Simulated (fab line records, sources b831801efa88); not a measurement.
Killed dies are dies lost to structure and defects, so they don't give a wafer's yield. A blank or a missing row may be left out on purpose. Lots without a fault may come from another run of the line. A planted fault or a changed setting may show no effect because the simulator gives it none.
A struck lot beside a sound one | flow sky130 | 35 steps out of a route of 708
Sound: wafers L175.1, L175.2, L175.3. Struck: wafer L184.6. (L184.4, L184.5 of the same lot were not struck and are left out.) The cause comes at the end.
At each step with rows: each side's tool, then ch and its chambers, then its first start. Under that, the readings that differ: sound wafers | struck wafers | difference of the means | sigmas: that difference in standard deviations of wafers without a fault.
alike: readings whose means differ by less than 2 such deviations, and words and numbers that are the same on both sides. not compared: withheld readings, readings that some wafer has no value for, bounds like >300 that may hide the same value, and numbers for which the record gives no deviation and whose values overlap.
The two part at a step that has a row with sigmas, a row that says differs or no value, or rows on one side only. Numbers that don't overlap but have no deviation are shown without sigmas and don't part them. A reading that every wafer of one side lacks parts them only if that side has two wafers or more.

first, 5 steps without rows for these wafers: SKY_METAL5_SOFTBAKE_10 (time 60 s); SKY_METAL5_EXPOSE_11 (exposes mask MM5, target cd 1600 nm); SKY_METAL5_PEB_12; SKY_METAL5_DEVELOP_13 (develop time 60 s); SKY_METAL5_DESCUM_14 (chemistry O2, time 11 s).
SKY_METAL5_METAL_ETCH_15: etches the open film in Cl2/BCl3, stops on SiO2, target depth 1260 nm, time 252 s.
  sound on rie_metal-01 ch 0,1, day 43 19:28; struck on rie_metal-04 ch 1, day 46 08:59
  alike: drypump_motor_current_A, he_backside_leak_sccm, oes_product_au, throttle_valve_pct
  not compared: rf_hours_counter_h
SKY_METAL5_STRIP_16: strips in O2/N2.
  sound on plasma_asher-01 ch 0,1, day 43 19:41; struck on plasma_asher-02 ch 1, day 46 09:11
  alike: drypump_motor_current_A, oes_product_au, strip_time_to_endpoint_s
  not compared: rf_hours_counter_h
then, 3 steps without rows for these wafers: SKY_METAL5_STRIP_17 (strips in post etch residue remover, time 1200 s); SKY_METAL5_CLEAN_18 (cleans in IPA, time 180 s); SKY_METAL5_CLEAN_19 (cleans in O3/DIW).
SKY_PASSIVATION_CVD_00: deposits SiO2, target thk 90 nm.
  sound on pecvd-02 ch 0,1,2, day 43 20:18; struck on pecvd-02 ch 1, day 46 09:47
  alike: heater_power_outer_w, heater_power_w, rf_fwd_power_W, susceptor_temp_C
SKY_PASSIVATION_THK_MEAS_01:
  sound on film_metro-04, day 43 20:19; struck on film_metro-01, day 46 09:50
  alike: PASSIVATION_CVD_00_THK
SKY_PASSIVATION_CVD_02: deposits Si3N4, target thk 540 nm.
  sound on pecvd-01 ch 0,1,2, day 43 20:23; struck on pecvd-01 ch 1, day 46 09:59
  reading                                       | sound             | struck | difference | sigmas
  rf_fwd_power_W (W)                            | 447.4 450.5 449.3 | 377.0  | -72.1      | -60
  model.Si3N4_of_PASSIVATION_CVD_02.thk_nm (nm) | 545.9 538.5 542.9 | 513.5  | -28.9      |
  alike: heater_power_outer_w, heater_power_w, susceptor_temp_C
SKY_PASSIVATION_THK_MEAS_03:
  sound on film_metro-04, day 43 20:36; struck on film_metro-04, day 46 10:07
  reading                     | sound       | struck | difference | sigmas
  PASSIVATION_CVD_02_THK (nm) | 546 539 543 | 513    | -30        | -4
then, 7 steps without rows for these wafers: SKY_PASSIVATION_DEHYDRATE_04 (time 60 s); SKY_PASSIVATION_HMDS_05 (prime time 60 s); SKY_PASSIVATION_COAT_06 (resist thk 3000 nm); SKY_PASSIVATION_SOFTBAKE_07; SKY_PASSIVATION_EXPOSE_08 (exposes mask NSM, target cd 3000 nm); SKY_PASSIVATION_PEB_09; SKY_PASSIVATION_DEVELOP_10 (develop time 60 s).
SKY_PASSIVATION_ETCH_11: etches the open film in CF4/O2, stops on AlCu, target depth 725 nm, time 161.1 s.
  sound on rie_diel-03 ch 1,2,3, day 44 18:35; struck on rie_diel-01 ch 1, day 47 06:07
  reading                                 | sound             | struck | difference | sigmas
  oes_product_au (a.u.)                   | 0.981 0.987 0.975 | 0.956  | -0.025     | -4
  model.PASSIVATION.feature_depth_nm (nm) | 711.1 704.8 709.3 | 679.6  | -28.8      |
  model.etch.depth_nm (nm)                | 711.1 704.8 709.3 | 679.6  | -28.8      |
  alike: drypump_motor_current_A, throttle_valve_pct
  not compared: rf_hours_counter_h
SKY_PASSIVATION_STRIP_12: strips in O2/N2.
  sound on plasma_asher-02 ch 0,1, day 44 18:41; struck on plasma_asher-02 ch 1, day 47 06:16
  alike: drypump_motor_current_A, oes_product_au, strip_time_to_endpoint_s
  not compared: rf_hours_counter_h
then, 7 steps without rows for these wafers: SKY_PAD_OPEN_DEHYDRATE_00 (time 60 s); SKY_PAD_OPEN_HMDS_01 (prime time 60 s); SKY_PAD_OPEN_COAT_02 (resist thk 3000 nm); SKY_PAD_OPEN_SOFTBAKE_03; SKY_PAD_OPEN_EXPOSE_04 (exposes mask PDM, target cd 60000 nm); SKY_PAD_OPEN_PEB_05; SKY_PAD_OPEN_DEVELOP_06 (develop time 60 s).
SKY_PAD_OPEN_ETCH_07: etches the open film in CF4/O2, stops on AlCu, target depth 725 nm, time 161.1 s.
  sound on rie_diel-02 ch 1,2,3, day 45 15:24; struck on rie_diel-04 ch 2, day 48 01:36
  reading                              | sound             | struck | difference | sigmas
  oes_product_au (a.u.)                | 0.987 0.975 0.983 | 0.948  | -0.034     | -5
  model.PAD_OPEN.feature_depth_nm (nm) | 711.1 704.8 709.3 | 679.6  | -28.8      |
  model.etch.depth_nm (nm)             | 711.1 704.8 709.3 | 679.6  | -28.8      |
  alike: drypump_motor_current_A, throttle_valve_pct
  not compared: rf_hours_counter_h
SKY_PAD_OPEN_STRIP_08: strips in O2/N2.
  sound on plasma_asher-03 ch 0,1, day 45 15:30; struck on plasma_asher-02 ch 1, day 48 01:44
  alike: drypump_motor_current_A, oes_product_au
  not compared: rf_hours_counter_h
SKY_PAD_OPEN_STRIP_09: strips in post etch residue remover, time 1200 s.
  sound on wet_bench-03 ch 0, day 45 15:36; struck on wet_bench-03 ch 1, day 48 02:05
  reading                                       | sound             | struck | difference | sigmas
  model.Si3N4_of_PASSIVATION_CVD_02.thk_nm (nm) | 545.6 538.2 542.5 | 513.2  | -28.9      |
then, 1 step without rows for these wafers: SKY_PAD_OPEN_CLEAN_10 (cleans in IPA, time 180 s).
SKY_PAD_OPEN_PROBE_99:
  sound on prober-01, day 45 17:43; struck on prober-01, day 48 04:28
  reading                  | sound          | struck | difference | sigmas
  defect_limited_yield (%) | 81.5 84.1 83.5 | 87.2   | +4.2       | +2
  killed_dies              | 91 78 81       | 63     | -20        | -2
  killed_open              | 56 45 41       | 30     | -17        | -2
  sort_n_pass              | 401 414 411    | 429    | +20        | +2
  sort_yield_pct (%)       | 81.5 84.1 83.5 | 87.2   | +4.2       | +2
  alike: killed_at_M0_to_M3, killed_at_M4_up, killed_at_contacts, killed_at_front_end, killed_at_other, killed_on_rim, killed_short, sort_bin_3_pad_short, sort_bin_5_function, sort_bin_6_memory

WHERE THEY PART
First at SKY_PASSIVATION_CVD_02; last, within this record, at SKY_PAD_OPEN_PROBE_99.

WHY: what the simulator had put in
Process parameter drift: pecvd-01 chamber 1, from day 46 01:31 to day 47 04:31, at SKY_PASSIVATION_CVD_02. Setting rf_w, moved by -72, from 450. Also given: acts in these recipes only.
